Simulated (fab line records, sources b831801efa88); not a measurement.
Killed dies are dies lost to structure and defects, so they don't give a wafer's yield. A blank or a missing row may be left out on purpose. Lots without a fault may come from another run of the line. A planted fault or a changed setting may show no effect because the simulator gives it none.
A struck lot beside a sound one | flow gf180mcu | 16 steps out of a route of 602
Sound: wafers L169.1, L169.5, L169.6. Struck: wafers L183.1, L183.4. The cause comes at the end.
At each step with rows: each side's tool, then ch and its chambers, then its first start. Under that, the readings that differ: sound wafers | struck wafers | difference of the means | sigmas: that difference in standard deviations of wafers without a fault.
alike: readings whose means differ by less than 2 such deviations, and words and numbers that are the same on both sides. not compared: withheld readings, readings that some wafer has no value for, bounds like >300 that may hide the same value, and numbers for which the record gives no deviation and whose values overlap.
The two part at a step that has a row with sigmas, a row that says differs or no value, or rows on one side only. Numbers that don't overlap but have no deviation are shown without sigmas and don't part them. A reading that every wafer of one side lacks parts them only if that side has two wafers or more.

GF_STI_THK_MEAS_02:
  sound on film_metro-04, day 2 07:31; struck on film_metro-01, day 5 06:42
  reading                | sound          | struck      | difference | sigmas
  STI_OXIDATION_THK (nm) | 9.28 9.72 9.58 | 10.08 10.28 | +0.65      | +3
then, 1 step without rows for these wafers: GF_STI_CVD_03 (deposits Si3N4 from DCS/NH3, target thk 207.16 nm, time 3551 s).
GF_STI_THK_MEAS_04:
  sound on film_metro-01, day 2 09:34; struck on film_metro-02, day 5 08:44
  alike: STI_CVD_03_THK
then, 7 steps without rows for these wafers: GF_STI_DEHYDRATE_05 (time 60 s); GF_STI_HMDS_06 (prime time 60 s); GF_STI_COAT_07 (resist thk 700 nm); GF_STI_SOFTBAKE_08 (time 60 s); GF_STI_EXPOSE_09 (exposes mask COMP, target cd 220 nm); GF_STI_PEB_10 (peb time 90 s); GF_STI_DEVELOP_11 (develop time 60 s).
GF_STI_CD_MEAS_12: target cd 220 nm.
  sound on cd_sem-02, day 2 21:46; struck on cd_sem-02, day 5 23:40
  alike: cd_nm
GF_STI_ETCH_13: etches the open film in CHF3/O2, stops on Si, target depth 282.31 nm, time 112.9 s.
  sound on rie_diel-03 ch 0,2,3, day 2 21:53; struck on rie_diel-02 ch 3, day 5 23:47
  alike: drypump_motor_current_A, oes_product_au, run_length_s, throttle_valve_pct
  not compared: rf_hours_counter_h
GF_STI_ETCH_14: etches Si in HBr/Cl2/O2, target depth 360 nm, time 102.9 s.
  sound on rie_si-02 ch 1,3, day 2 21:58; struck on rie_si-01 ch 2,3, day 5 23:52
  reading                              | sound             | struck      | difference | sigmas
  run_length_s (s)                     | 132.2 131.8 131.4 | 88.5 87.5   | -43.8      | -91
  model.STI.feature_depth_nm (nm)      | 358.2 356.9 364.2 | 206.2 208.2 | -152.6     |
  model.etch.depth_nm (nm)             | 358.2 356.9 364.2 | 206.2 208.2 | -152.6     |
  model.KrF_of_STI_COAT_07.thk_nm (nm) | 320.1 315.8 315   | 365.6 370.4 | +51.0      |
  alike: drypump_motor_current_A, oes_product_au, throttle_valve_pct
  not compared: rf_hours_counter_h
GF_STI_STRIP_15: strips in O2/N2.
  sound on plasma_asher-01 ch 0,1, day 2 22:02; struck on plasma_asher-01 ch 0,1, day 5 23:56
  reading                      | sound             | struck      | difference | sigmas
  oes_product_au (a.u.)        | 0.387 0.376 0.379 | 0.399 0.407 | +0.022     | +5
  strip_time_to_endpoint_s (s) | 3.72 3.68 3.69    | 4.20 4.25   | +0.53      | +14
  alike: drypump_motor_current_A, heater_power_w
  not compared: rf_hours_counter_h
then, 1 step without rows for these wafers: GF_STI_CLEAN_16 (cleans in dHF, time 25 s).
-- the record jumps here: 28 days lie between the struck wafers' starts before and after (it left off in module STI and takes up again in module PASSIVATION, whose first step shown is number 602 of the route) --
GF_PASSIVATION_PROBE_99:
  sound on prober-01, day 30 09:05; struck on prober-02, day 34 01:32
  reading                                 | sound                        | struck      | difference | sigmas
  model.etest.pwell_in_dnwell.line_ohm_um | 4087 4090 4220               | 3019 2986   | -1130      |
  model.etest.ldpmos_10p0.r_on_ohm_um     | 1.12e+04 1.113e+04 1.122e+04 | 9826 9972   | -1284      |
  model.etest.pwell_in_dnwell.rs_ohm_sq   | 2410 2418 2486               | 1832 1830   | -607       |
  model.etest.ldnmos_10p0.r_on_ohm_um     | 3768 3752 3769               | 3097 3137   | -646       |
  model.etest.p_drift.rs_ohm_sq           | 2411 2402 2471               | 1887 1882   | -544       |
  model.etest.n_drift.rs_ohm_sq           | 1131 1130 1166               | 832.5 841.1 | -305.5     |
  model.etest.nwell.line_ohm_um           | 1196 1164 1238               | 926.4 923.2 | -274.5     |
  model.etest.nwell.rs_ohm_sq             | 1033 1034 1059               | 779.6 781.4 | -261.5     |

WHERE THEY PART
First at GF_STI_THK_MEAS_02; last, within this record, at GF_STI_STRIP_15.

WHY: what the simulator had put in
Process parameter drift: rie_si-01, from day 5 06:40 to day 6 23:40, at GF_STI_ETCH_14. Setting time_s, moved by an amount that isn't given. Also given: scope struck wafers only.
